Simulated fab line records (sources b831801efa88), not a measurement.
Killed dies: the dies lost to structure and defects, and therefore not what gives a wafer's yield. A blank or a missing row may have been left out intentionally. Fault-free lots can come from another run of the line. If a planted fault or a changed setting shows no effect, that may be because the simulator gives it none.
Chamber matching :: flow gf180mcu :: GF_SAB_CVD_00 on pecvd-01: 3 sister chambers
The step deposits SiO2 from TEOS, target thk 50 nm, time 4.9302 s. 16 wafers are shown with their chamber, then 8 later ones without.

## WAFERS WITH THEIR CHAMBER
wafer: L076.3
chamber: 1
heater_power_w (W): 757
heater_power_outer_w (W): 458
rf_fwd_power_W (W): 590

wafer: L076.5
chamber: 2
heater_power_w (W): 539
heater_power_outer_w (W): 327
rf_fwd_power_W (W): 587

wafer: L076.6
chamber: 1
heater_power_w (W): 754
heater_power_outer_w (W): 471
rf_fwd_power_W (W): 586

wafer: L079.3
chamber: 0
heater_power_w (W): 740
heater_power_outer_w (W): 465
rf_fwd_power_W (W): 584

wafer: L079.4
chamber: 2
heater_power_w (W): 612
heater_power_outer_w (W): 371
rf_fwd_power_W (W): 591

wafer: L079.5
chamber: 0
heater_power_w (W): 751
heater_power_outer_w (W): 483
rf_fwd_power_W (W): 587

wafer: L080.2
chamber: 2
heater_power_w (W): 520
heater_power_outer_w (W): 301
rf_fwd_power_W (W): 592

wafer: L080.4
chamber: 2
heater_power_w (W): 522
heater_power_outer_w (W): 310
rf_fwd_power_W (W): 592

wafer: L080.6
chamber: 0
heater_power_w (W): 703
heater_power_outer_w (W): 449
rf_fwd_power_W (W): 587

wafer: L081.1
chamber: 0
heater_power_w (W): 706
heater_power_outer_w (W): 473
rf_fwd_power_W (W): 585

wafer: L081.2
chamber: 2
heater_power_w (W): 555
heater_power_outer_w (W): 335
rf_fwd_power_W (W): 591

wafer: L081.5
chamber: 0
heater_power_w (W): 746
heater_power_outer_w (W): 466
rf_fwd_power_W (W): 587

wafer: L085.1
chamber: 0
heater_power_w (W): 747
heater_power_outer_w (W): 478
rf_fwd_power_W (W): 584

wafer: L085.2
chamber: 1
heater_power_w (W): 770
heater_power_outer_w (W): 463
rf_fwd_power_W (W): 590

wafer: L085.4
chamber: 2
heater_power_w (W): 626
heater_power_outer_w (W): 395
rf_fwd_power_W (W): 593

wafer: L093.1
chamber: 1
heater_power_w (W): 663
heater_power_outer_w (W): 375
rf_fwd_power_W (W): 589

SIGNATURES, as means of the wafers listed above
reading: heater_power_w
chamber 0: 732.17
chamber 1: 736.00
chamber 2: 562.33
scatter within a chamber: 39.4

reading: heater_power_outer_w
chamber 0: 469.00
chamber 1: 441.75
chamber 2: 339.83
scatter within a chamber: 32

reading: rf_fwd_power_W
chamber 0: 585.67
chamber 1: 588.75
chamber 2: 591.00
scatter within a chamber: 1.84
Rule: a wafer lies at a distance from a chamber equal to the root of the sum of squares, over the readings, of (its reading less the chamber's mean, divided by the reading's scatter). The wafer belongs to the nearest chamber; if the next one is less than 2 further off, it can't be placed. The scatter: take each reading less its chamber's mean, square it, sum over the shown wafers, divide by the number of wafers less the number of chambers, and take the root.

## WAFERS WITH NO CHAMBER GIVEN
wafer: L093.3
heater_power_w (W): 718
heater_power_outer_w (W): 455
rf_fwd_power_W (W): 586

wafer: L093.5
heater_power_w (W): 726
heater_power_outer_w (W): 473
rf_fwd_power_W (W): 588

wafer: L094.1
heater_power_w (W): 775
heater_power_outer_w (W): 471
rf_fwd_power_W (W): 588

wafer: L094.4
heater_power_w (W): 766
heater_power_outer_w (W): 461
rf_fwd_power_W (W): 589

wafer: L094.6
heater_power_w (W): 678
heater_power_outer_w (W): 417
rf_fwd_power_W (W): 585

wafer: L097.2
heater_power_w (W): 500
heater_power_outer_w (W): 302
rf_fwd_power_W (W): 589

wafer: L097.3
heater_power_w (W): 737
heater_power_outer_w (W): 477
rf_fwd_power_W (W): 588

wafer: L097.4
heater_power_w (W): 743
heater_power_outer_w (W): 466
rf_fwd_power_W (W): 585

## EACH ONE'S CHAMBER
wafer: L093.3
from the rows above: can't be placed: 0 or 1
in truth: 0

wafer: L093.5
from the rows above: can't be placed: 1 or 0
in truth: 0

wafer: L094.1
from the rows above: can't be placed: 1 or 0
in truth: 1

wafer: L094.4
from the rows above: can't be placed: 1 or 0
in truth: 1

wafer: L094.6
from the rows above: can't be placed: 0 or 1
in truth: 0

wafer: L097.2
from the rows above: 2
in truth: 2

wafer: L097.3
from the rows above: can't be placed: 1 or 0
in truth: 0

wafer: L097.4
from the rows above: can't be placed: 0 or 1
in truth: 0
1 of 8 placed correctly. Unplaceable from these rows: 7, with the true chamber sitting among the candidates in 7. Wrongly placed: 0.
